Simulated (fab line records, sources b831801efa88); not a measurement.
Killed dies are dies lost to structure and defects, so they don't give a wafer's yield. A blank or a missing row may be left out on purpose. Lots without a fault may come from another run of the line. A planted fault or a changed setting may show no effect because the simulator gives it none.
Which tool did it? | flow gf180mcu | 15 lots, 45 wafers sampled, at 4 steps of a route of 602

WHAT THE GAUGES READ, wafer by wafer
GF_M2_CD_MEAS_14: target cd 280 nm.
lot  | measured     | on        | cd_nm (nm)
L806 | day 19 08:24 | cd_sem-02 | 281.5 279.5 280.9
L807 | day 19 13:04 | cd_sem-02 | 280.5 280.8 280.1
L810 | day 20 18:16 | cd_sem-01 | 280.4 280.5 280.7
L811 | day 21 03:49 | cd_sem-02 | 278.1 279.1 279.2
L812 | day 21 19:36 | cd_sem-01 | 279.6 280.2 280.0
L813 | day 22 06:15 | cd_sem-01 | 280.3 280.5 278.4
L814 | day 22 14:21 | cd_sem-01 | 278.4 279.0 279.6
L816 | day 23 00:23 | cd_sem-01 | 281.5 282.1 281.4
L819 | day 24 08:10 | cd_sem-02 | 278.0 278.0 278.7
L822 | day 25 01:46 | cd_sem-01 | 279.3 278.9 281.3
L823 | day 25 07:06 | cd_sem-02 | 277.3 278.6 278.3
L824 | day 26 00:10 | cd_sem-01 | 280.8 280.1 280.5
L826 | day 26 06:54 | cd_sem-01 | 279.5 280.9 278.8
L828 | day 26 23:22 | cd_sem-02 | 278.7 279.6 280.1
L829 | day 27 00:17 | cd_sem-01 | 278.9 280.5 279.6

WHICH TOOL RAN EACH LOT (tool, then ch and the chambers of the sampled wafers, then the start)
lot  | GF_NWELL_IMPLANT_09            | GF_CONTACT_SPUTTER_23        | GF_CONTACT_CVD_24
L806 | implanter-03 ch 0, day 3 11:05 | pvd_sputter-02, day 16 06:20 | cvd_w-01 ch 0, day 16 06:23
L807 | implanter-04 ch 0, day 3 14:11 | pvd_sputter-04, day 16 09:53 | cvd_w-01 ch 0, day 16 09:58
L810 | implanter-01 ch 0, day 4 06:20 | pvd_sputter-02, day 17 13:56 | cvd_w-02 ch 0,1, day 17 13:59
L811 | implanter-04 ch 0, day 4 10:44 | pvd_sputter-02, day 18 00:20 | cvd_w-02 ch 0,1, day 18 00:23
L812 | implanter-01 ch 0, day 4 17:11 | pvd_sputter-01, day 18 14:11 | cvd_w-01 ch 0,1, day 18 14:16
L813 | implanter-01 ch 0, day 4 23:14 | pvd_sputter-04, day 19 02:25 | cvd_w-02 ch 0,1, day 19 02:27
L814 | implanter-04 ch 0, day 5 04:35 | pvd_sputter-01, day 19 10:24 | cvd_w-02 ch 0,1, day 19 10:26
L816 | implanter-01 ch 0, day 5 13:59 | pvd_sputter-02, day 19 21:20 | cvd_w-02 ch 1, day 19 21:22
L819 | implanter-04 ch 0, day 6 06:56 | pvd_sputter-04, day 21 08:46 | cvd_w-02 ch 0,1, day 21 08:49
L822 | implanter-04 ch 0, day 6 23:38 | pvd_sputter-04, day 21 22:18 | cvd_w-01 ch 0,1, day 21 22:20
L823 | implanter-04 ch 0, day 7 04:50 | pvd_sputter-04, day 22 07:49 | cvd_w-02 ch 0,1, day 22 07:50
L824 | implanter-01 ch 0, day 7 08:56 | pvd_sputter-04, day 22 19:07 | cvd_w-01 ch 0,1, day 22 19:09
L826 | implanter-01 ch 0, day 7 22:46 | pvd_sputter-04, day 23 09:13 | cvd_w-02 ch 0,1, day 23 09:16
L828 | implanter-03 ch 0, day 8 07:46 | pvd_sputter-02, day 24 02:36 | cvd_w-01 ch 0, day 24 02:38
L829 | implanter-03 ch 0, day 8 13:04 | pvd_sputter-01, day 24 04:42 | cvd_w-02 ch 1, day 24 04:44
- GF_NWELL_IMPLANT_09
- GF_CONTACT_SPUTTER_23: material TiN, target thk 10 nm, time 40 s.
- GF_CONTACT_CVD_24: deposits W, target thk 300 nm, time 90.339 s.

WHAT THE TOOLS THEMSELVES READ (means of the sampled wafers that have a number; where no wafer has one, the mark that the record gives instead)
GF_NWELL_IMPLANT_09.
lot  | tool         | beam_energy_keV
L806 | implanter-03 | 160.03
L807 | implanter-04 | 159.97
L810 | implanter-01 | 159.86
L811 | implanter-04 | 159.90
L812 | implanter-01 | 159.99
L813 | implanter-01 | 159.97
L814 | implanter-04 | 160.06
L816 | implanter-01 | 160.03
L819 | implanter-04 | 185.42
L822 | implanter-04 | 185.42
L823 | implanter-04 | 185.37
L824 | implanter-01 | 160.10
L826 | implanter-01 | 160.01
L828 | implanter-03 | 160.05
L829 | implanter-03 | 160.02

GF_CONTACT_SPUTTER_23.
lot  | tool           | throttle_valve_pct (%)
L806 | pvd_sputter-02 | 28.4
L807 | pvd_sputter-04 | 30.3
L810 | pvd_sputter-02 | 29.6
L811 | pvd_sputter-02 | 28.6
L812 | pvd_sputter-01 | 29.5
L813 | pvd_sputter-04 | 30.3
L814 | pvd_sputter-01 | 29.9
L816 | pvd_sputter-02 | 29.6
L819 | pvd_sputter-04 | 30.3
L822 | pvd_sputter-04 | 30.6
L823 | pvd_sputter-04 | 30.4
L824 | pvd_sputter-04 | 30.1
L826 | pvd_sputter-04 | 30.3
L828 | pvd_sputter-02 | 29.1
L829 | pvd_sputter-01 | 29.4

GF_CONTACT_CVD_24.
lot  | tool     | heater_power_w (W)
L806 | cvd_w-01 | 802
L807 | cvd_w-01 | 805
L810 | cvd_w-02 | 742
L811 | cvd_w-02 | 748
L812 | cvd_w-01 | 797
L813 | cvd_w-02 | 742
L814 | cvd_w-02 | 748
L816 | cvd_w-02 | 710
L819 | cvd_w-02 | 753
L822 | cvd_w-01 | 817
L823 | cvd_w-02 | 786
L824 | cvd_w-01 | 806
L826 | cvd_w-02 | 759
L828 | cvd_w-01 | 777
L829 | cvd_w-02 | 714

THE ANSWER, worked out from the rows above alone
Rule: what is usual is taken from the lots themselves. Put in order of their means at a reading, lots are off if they are a third of the lots or fewer, leave a main group of 4 or more, and stand apart from it by a gap of 3 or more times the standard deviation of the main group's means; of several such gaps the widest counts. A main group whose means are all the same, to the digits that the tables above print for the reading, isn't used. A lot without any number at a reading at which 4 lots or more have one is off too. The other lots that the step has rows for count as sound. The gauges are gone through in route order, then the tools' own readings, and for those a lot's mean is taken as printed above. The first step at which some lot is off is used, and at that step the reading that is off furthest; a lot without a number counts as furthest.
Off: L819, L822, L823, at GF_NWELL_IMPLANT_09 (beam_energy_keV). The main group: mean 160.00, standard deviation 0.064.
A tool fits if, at that step or a process step before it, it ran every lot that is off, and no sound lot after the first of them. One fits: implanter-04 at GF_NWELL_IMPLANT_09. Its last sound lot is L814 (day 5 04:35), its first lot that is off L819 (day 6 06:56): a fault that began between those two fits.
The tool's own readings at GF_NWELL_IMPLANT_09 bear it out: on the lots that are off they differ by more than 5 times the standard deviation of the sound lots' means. beam_energy_keV reads 185.40 there against 160.00 on the sound lots.

WHAT THE SIMULATOR HAD PUT IN
Process parameter drift: implanter-04, from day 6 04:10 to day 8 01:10, at GF_NWELL_IMPLANT_09. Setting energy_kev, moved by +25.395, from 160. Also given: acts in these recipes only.
Lots struck among those shown: L819, L822, L823. The rule above found the same.
